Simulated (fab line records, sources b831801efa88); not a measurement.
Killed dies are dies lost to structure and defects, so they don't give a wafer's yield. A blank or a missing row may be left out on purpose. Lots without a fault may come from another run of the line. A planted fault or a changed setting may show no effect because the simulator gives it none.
Chamber matching | flow sky130 | SKY_FIELD_ISO_ETCH_15 on rie_diel-02: 4 sister chambers
The step etches the open film in CHF3/O2, stops on Si, target depth 180 nm, time 72 s. 8 wafers are shown with their chamber, then 11 later ones without.

WAFERS WITH THEIR CHAMBER
wafer  | chamber | drypump_motor_current_A (A) | chamber_pressure_mTorr (mTorr)
L082.6 | 1       | 6.02                        | 40.03
L083.2 | 0       | 5.85                        | 39.98
L085.2 | 0       | 5.87                        | 40.01
L085.6 | 3       | 6.14                        | 39.99
L088.1 | 2       | 6.30                        | 40.02
L088.3 | 3       | 6.18                        | 39.99
L088.6 | 2       | 6.28                        | 40.03
L091.2 | 1       | 6.02                        | 40.06

WAFERS WITHOUT THEIR CHAMBER
wafer  | drypump_motor_current_A (A) | chamber_pressure_mTorr (mTorr)
L091.4 | 6.27                        | 40.01
L091.6 | 5.86                        | 40.04
L093.4 | 5.86                        | 39.98
L093.5 | 6.04                        | 39.91
L093.6 | 5.85                        | 39.98
L095.1 | 6.00                        | 40.03
L095.3 | 5.87                        | 40.00
L095.6 | 5.97                        | 40.02
L096.1 | 6.02                        | 39.92
L096.3 | 6.18                        | 40.01
L096.5 | 6.28                        | 39.98

WHICH CHAMBER EACH WENT THROUGH
wafer  | from the rows above     | in truth
L091.4 | 2                       | 2
L091.6 | 0                       | 0
L093.4 | 0                       | 0
L093.5 | can't be placed: 3 or 1 | 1
L093.6 | 0                       | 0
L095.1 | 1                       | 1
L095.3 | 0                       | 0
L095.6 | 1                       | 1
L096.1 | can't be placed: 1 or 3 | 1
L096.3 | 3                       | 3
L096.5 | 2                       | 2
Placed correctly: 9 of 11. Can't be placed from these rows: 2 (the true chamber is among the candidates in 2). Placed wrongly: 0.
How it was worked out, from the rows above alone: a wafer's distance from a chamber is the root of the sum, over the readings, of the square of ((its reading less the chamber's mean) divided by the reading's scatter). The wafer belongs to the nearest chamber; if the next one is less than 2 further off, it can't be placed. A chamber's mean is the mean of its shown wafers. The scatter: the root of (the sum of the squares of (reading less its chamber's mean) over the shown wafers, divided by (wafers less chambers)).
